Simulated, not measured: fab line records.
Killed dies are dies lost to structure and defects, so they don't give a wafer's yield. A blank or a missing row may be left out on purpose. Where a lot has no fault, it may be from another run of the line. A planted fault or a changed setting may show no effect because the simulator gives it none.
What tool caused it? | flow sky130 | 11 lots with 33 wafers sampled at 4 steps, on a route of 708 steps

WHAT EACH GAUGE READ, for each wafer
SKY_METAL5_RS_MEAS_05: measures by four-point-probe.
lot  | measured     | on           | METAL5_ALCU_RS (ohm/sq)
L405 | day 44 08:08 | filmMetro-02 | 0.0280 0.0283 0.0283
L406 | day 44 12:18 | filmMetro-01 | 0.0281 0.0284 0.0278
L407 | day 44 14:48 | filmMetro-01 | 0.0286 0.0283 0.0284
L409 | day 45 11:57 | filmMetro-02 | 0.0280 0.0279 0.0285
L410 | day 45 12:30 | filmMetro-02 | 0.0283 0.0290 0.0291
L411 | day 45 14:09 | filmMetro-01 | 0.0277 0.0283 0.0279
L414 | day 46 11:38 | filmMetro-03 | 0.0287 0.0290 0.0287
L422 | day 48 10:52 | filmMetro-03 | 0.0278 0.0276 0.0279
L425 | day 49 02:46 | filmMetro-01 | 0.0282 0.0287 0.0288
L427 | day 49 15:33 | filmMetro-02 | 0.0281 0.0281 0.0279
L428 | day 49 22:13 | filmMetro-03 | 0.0282 0.0286 0.0281

WHAT TOOL EACH LOT RAN ON (gives the tool, then ch and the chambers of the sampled wafers, and finally the start)
lot  | SKY_METAL4_METAL_ETCH_18         | SKY_METAL4_STRIP_19                 | SKY_METAL5_SPUTTER_04
L405 | rieMetal-03 ch 0, day 43 05:00   | plasmaAsher-03 ch 0,1, day 43 05:10 | pvdSputter-01, day 44 08:04
L406 | rieMetal-04 ch 0,1, day 43 09:40 | plasmaAsher-02 ch 0,1, day 43 09:49 | pvdSputter-02, day 44 12:13
L407 | rieMetal-04 ch 0,1, day 43 12:05 | plasmaAsher-04 ch 0, day 43 12:16   | pvdSputter-04, day 44 14:45
L409 | rieMetal-04 ch 0,1, day 44 09:59 | plasmaAsher-04 ch 0,1, day 44 10:08 | pvdSputter-04, day 45 11:50
L410 | rieMetal-01 ch 0,1, day 44 10:34 | plasmaAsher-03 ch 0,1, day 44 10:44 | pvdSputter-01, day 45 12:26
L411 | rieMetal-01 ch 0,1, day 44 12:26 | plasmaAsher-02 ch 0, day 44 12:37   | pvdSputter-02, day 45 14:05
L414 | rieMetal-04 ch 0,1, day 45 12:22 | plasmaAsher-02 ch 0,1, day 45 12:32 | pvdSputter-02, day 46 11:35
L422 | rieMetal-03 ch 0,1, day 47 11:40 | plasmaAsher-02 ch 0,1, day 47 11:51 | pvdSputter-01, day 48 10:48
L425 | rieMetal-04 ch 0,1, day 48 03:55 | plasmaAsher-03 ch 0,1, day 48 04:06 | pvdSputter-01, day 49 02:41
L427 | rieMetal-03 ch 1, day 48 18:08   | plasmaAsher-02 ch 0,1, day 48 18:26 | pvdSputter-04, day 49 15:29
L428 | rieMetal-03 ch 1, day 49 00:37   | plasmaAsher-04 ch 0,1, day 49 00:55 | pvdSputter-04, day 49 22:09
- SKY_METAL4_METAL_ETCH_18: etches the open film in Cl2/BCl3, stops on SiO2, target depth 845 nm, time 183.1 s.
- SKY_METAL4_STRIP_19: strips in O2/N2.
- SKY_METAL5_SPUTTER_04: material TiN, target thk 70 nm, time 58.3 s.

THE ANSWER, worked out from the rows above alone
Rule: what is usual is taken from the lots themselves. The widest of any qualifying gaps counts: lots, ordered by their means at a reading, are off when they make up no more than a third of the lots, leave a main group of 4 or more, and stand apart from it by 3 or more times the standard deviation of that group's means. Not used: any main group whose means are identical at the precision the tables above print for the reading. A lot without any number at a reading at which 4 lots or more have one is off too. The other lots that the step has rows for count as sound.
Nothing can be told from this: no lot is off at any reading shown.

WHAT THE SIMULATOR PUT IN
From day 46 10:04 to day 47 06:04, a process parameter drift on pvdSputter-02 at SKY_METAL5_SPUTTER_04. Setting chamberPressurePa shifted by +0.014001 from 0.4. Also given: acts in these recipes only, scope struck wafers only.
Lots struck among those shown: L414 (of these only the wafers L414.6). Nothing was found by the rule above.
